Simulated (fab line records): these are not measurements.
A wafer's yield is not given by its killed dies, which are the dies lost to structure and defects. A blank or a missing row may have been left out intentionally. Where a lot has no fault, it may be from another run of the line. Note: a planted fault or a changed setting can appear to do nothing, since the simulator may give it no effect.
fab line records + flow sfqLine
record
- lots=13
- wafers=39
- lastDay=80
route steps=325 shown M5@205
lots untouched by any fault: they come from a run of this same line in which no faults occurred
startH: hours from the record's first day to the start of the lot's first wafer shown + waitH: how many hours have passed since the lot's step before this one + " as in the row above + L1.1+2: a row that stands for several wafers + - no value, or no start was given + * or withheld: withheld + < > ~ a bound
route shown NAME@n: names a module that has steps shown in the file, with the first one's number in the route + usual: average and standard deviation across the fault-free wafers + same: alike in all rows + chamber/n: place in a boat + sites: readings site by site + _std_site: standard deviation of those values + _edge_site: the outer-site mean with the inner-site mean subtracted + radiusMm: how far each site lies from the wafer's centre + mask NAME#n: copy n + behind: the tool/chamber that last shaped the wafer + hold: why the lot was held/for how many hours/how that ended + device: which transistor (n, p or np) failed to switch + end of line: the tests these same wafers got at the end of their route + a step with no rows: only its recipe + killed: dies that structure and defects cost at the first sort, which is not the same as the wafer's yield + map: a wafer's dies, marking killed ones x, the rest . and places with no die _
set.NAME: the run value of the setting; set.NAME@STEP: its run value at that earlier step + model.NAME: the simulator's own value behind a step, which no gauge read
steps of the route over a sample of lots; a table a step, a row a wafer
services: a tool's chamber out of use, with start hour (startH, from the record's first day; less than 0 if before it), hours out, and reason
## steps
# step SFQ_TRILAYER_M5_BARC_OPEN_METAL_ETCH_161
# recipe
- maskMaterial=PR
- chemistry=O2
- targetDepthNm=125
- target=BARC
- icpW=600
- biasW=80
- pressureMtorr=10
- timeS=41.7
# usual
- drypumpMotorCurrentA=5.9/0.52
- oesProductAu=0.685/0.0044
- runLengthS=69.7/0.48
| lot.wafer | tool        | chamber | startH  | waitH | drypumpMotorCurrentA | oesProductAu | rfHoursCounterH | runLengthS |
|-----------|-------------|---------|---------|-------|----------------------|--------------|-----------------|------------|
| L915.1    | rieMetal-04 | 0       | 1169.63 | 0.0   | 6.3                  | 0.683        | 104             | 70.3       |
| L915.4    | "           | 0       | "       | "     | 6.2                  | 0.689        | -               | 70.0       |
| L915.6    | "           | 0       | "       | "     | 6.2                  | 0.686        | -               | 70.1       |
| L916.1    | rieMetal-04 | 0       | 1170.96 | 0.0   | 6.2                  | 0.694        | 104             | 69.9       |
| L916.2    | "           | 1       | "       | "     | 5.1                  | 0.683        | 68              | 69.8       |
| L916.4    | "           | 0       | "       | "     | 6.2                  | 0.676        | -               | 70.4       |
| L917.1    | rieMetal-03 | 1       | 1178.81 | 0.0   | 6.5                  | 0.683        | 139             | 69.4       |
| L917.3    | "           | 1       | "       | "     | 6.4                  | 0.680        | -               | 69.9       |
| L917.4    | "           | 0       | "       | "     | 6.3                  | 0.685        | -               | 69.1       |
| L918.3    | rieMetal-03 | 1       | 1180.03 | 0.0   | 6.4                  | 0.695        | -               | 68.9       |
| L918.4    | "           | 0       | "       | "     | 6.3                  | 0.677        | -               | 69.3       |
| L918.5    | "           | 1       | "       | "     | 6.4                  | 0.694        | -               | 69.3       |
| L919.4    | rieMetal-01 | 1       | 1305.11 | 0.0   | 6.0                  | 0.685        | -               | 69.6       |
| L919.5    | "           | 0       | "       | "     | 5.9                  | 0.687        | -               | 70.6       |
| L919.6    | "           | 1       | "       | "     | 6.1                  | 0.683        | -               | 69.2       |
| L920.2    | rieMetal-01 | 0       | 1315.89 | 0.0   | 5.8                  | 0.688        | 105             | 69.9       |
| L920.3    | "           | 1       | "       | "     | 6.0                  | 0.689        | -               | 69.0       |
| L920.5    | "           | 0       | "       | "     | 5.9                  | 0.682        | -               | 69.8       |
| L922.1    | rieMetal-04 | 0       | 1322.01 | 0.0   | 6.2                  | 0.681        | 123             | 70.2       |
| L922.3    | "           | 0       | "       | "     | 6.2                  | 0.683        | -               | 70.5       |
| L922.5    | "           | 1       | "       | "     | 5.1                  | 0.684        | -               | 70.1       |
| L923.2    | rieMetal-01 | 0       | 1338.83 | 0.0   | 5.9                  | 0.697        | -               | 70.5       |
| L923.3    | "           | 0       | "       | "     | 5.9                  | 0.680        | -               | 69.8       |
| L923.6    | "           | 0       | "       | "     | 5.9                  | 0.685        | -               | 69.6       |
| L925.2    | rieMetal-01 | 1       | 1387.55 | 0.0   | 6.1                  | 0.685        | 3               | 69.4       |
| L925.4    | "           | 1       | "       | "     | 6.0                  | 0.689        | -               | 69.2       |
| L925.6    | "           | 0       | "       | "     | 5.9                  | 0.683        | -               | 70.0       |
| L927.3    | rieMetal-03 | 1       | 1503.06 | 0.0   | 6.5                  | 0.686        | -               | 68.9       |
| L927.5    | "           | 0       | "       | "     | 6.3                  | 0.686        | -               | 69.2       |
| L927.6    | "           | 1       | "       | "     | 6.5                  | 0.686        | -               | 68.9       |
| L932.2    | rieMetal-03 | 1       | 1533.72 | 0.0   | 6.4                  | 0.690        | 30              | 68.9       |
| L932.4    | "           | 0       | "       | "     | 6.3                  | 0.692        | -               | 69.9       |
| L932.6    | "           | 0       | "       | "     | 6.3                  | 0.686        | -               | 69.7       |
| L934.2    | rieMetal-03 | 0       | 1536.12 | 0.0   | 6.3                  | 0.667        | 41              | 71.6       |
| L934.3    | "           | 1       | "       | "     | 6.5                  | 0.682        | -               | 69.0       |
| L934.5    | "           | 1       | "       | "     | 6.4                  | 0.680        | -               | 69.2       |
| L937.1    | rieMetal-04 | 1       | 1562.06 | 0.0   | 5.0                  | 0.691        | 128             | 69.7       |
| L937.3    | "           | 0       | "       | "     | 6.2                  | 0.682        | -               | 70.4       |
| L937.5    | "           | 1       | "       | "     | 5.0                  | 0.688        | -               | 69.7       |
## services
| tool        | chamber | startH  | hours | kind                        |
|-------------|---------|---------|-------|-----------------------------|
| rieMetal-01 | -       | 1154.84 | 28.1  | pm                          |
| rieMetal-01 | -       | 1192.43 | 0.6   | repair                      |
| rieMetal-03 | 0       | 1208.43 | -     | clean                       |
| rieMetal-03 | 0       | 1208.43 | -     | consumableReplace:focusRing |
| rieMetal-03 | 0       | 1208.43 | 19.2  | scheduledDown               |
| rieMetal-03 | 0       | 1208.43 | 19.2  | ventCycle                   |
| rieMetal-01 | -       | 1212.10 | 2.8   | pm                          |
| rieMetal-01 | 1       | 1237.91 | 19.5  | repair                      |
| rieMetal-03 | 1       | 1255.93 | -     | clean                       |
| rieMetal-03 | 1       | 1255.93 | 18.7  | scheduledDown               |
| rieMetal-03 | 1       | 1255.93 | 18.7  | ventCycle                   |
| rieMetal-04 | 0       | 1256.47 | 6.9   | repair                      |
| rieMetal-03 | 0       | 1293.40 | 11.5  | repair                      |
| rieMetal-03 | 0       | 1311.34 | 7.3   | repair                      |
| rieMetal-03 | 1       | 1316.08 | 4.3   | repair                      |
| rieMetal-01 | 1       | 1327.10 | -     | clean                       |
| rieMetal-01 | 1       | 1327.10 | -     | consumableReplace:focusRing |
| rieMetal-01 | 1       | 1327.10 | 26.7  | scheduledDown               |
| rieMetal-01 | 1       | 1327.10 | 26.7  | ventCycle                   |
| rieMetal-04 | -       | 1375.47 | 2.8   | pm                          |
| rieMetal-03 | -       | 1424.60 | 14.6  | pm                          |
| rieMetal-04 | 0       | 1492.40 | -     | clean                       |
| rieMetal-04 | 0       | 1492.40 | -     | consumableReplace:focusRing |
| rieMetal-03 | -       | 1507.12 | 5.0   | repair                      |
## key
firstSign
- step=SFQ_TRILAYER_M5_BARC_OPEN_METAL_ETCH_161
- reading=oesProductAu
- direction=down
- sigmas=4.1
- usual=0.685
- struck=0.667
effect
- step=SFQ_TRILAYER_M5_BARC_OPEN_METAL_ETCH_161
- reading=runLengthS
- direction=up
- sigmas=4.1
- usual=*
- struck=*
metAt SFQ_TRILAYER_M5_BARC_OPEN_METAL_ETCH_161
struckLots L934
struckWafers L934.2
onsetBetween 1533.72 1536.12
fault
- kind=processParameterDrift
- tool=rieMetal-03
- chamber=-
- onsetH=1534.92
- steps=SFQ_TRILAYER_M5_BARC_OPEN_METAL_ETCH_161
- channel=timeS
- offset=*
- shape=step
- endH=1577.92
- scope=struckWafersOnly
- actsIn=*
- stated=*
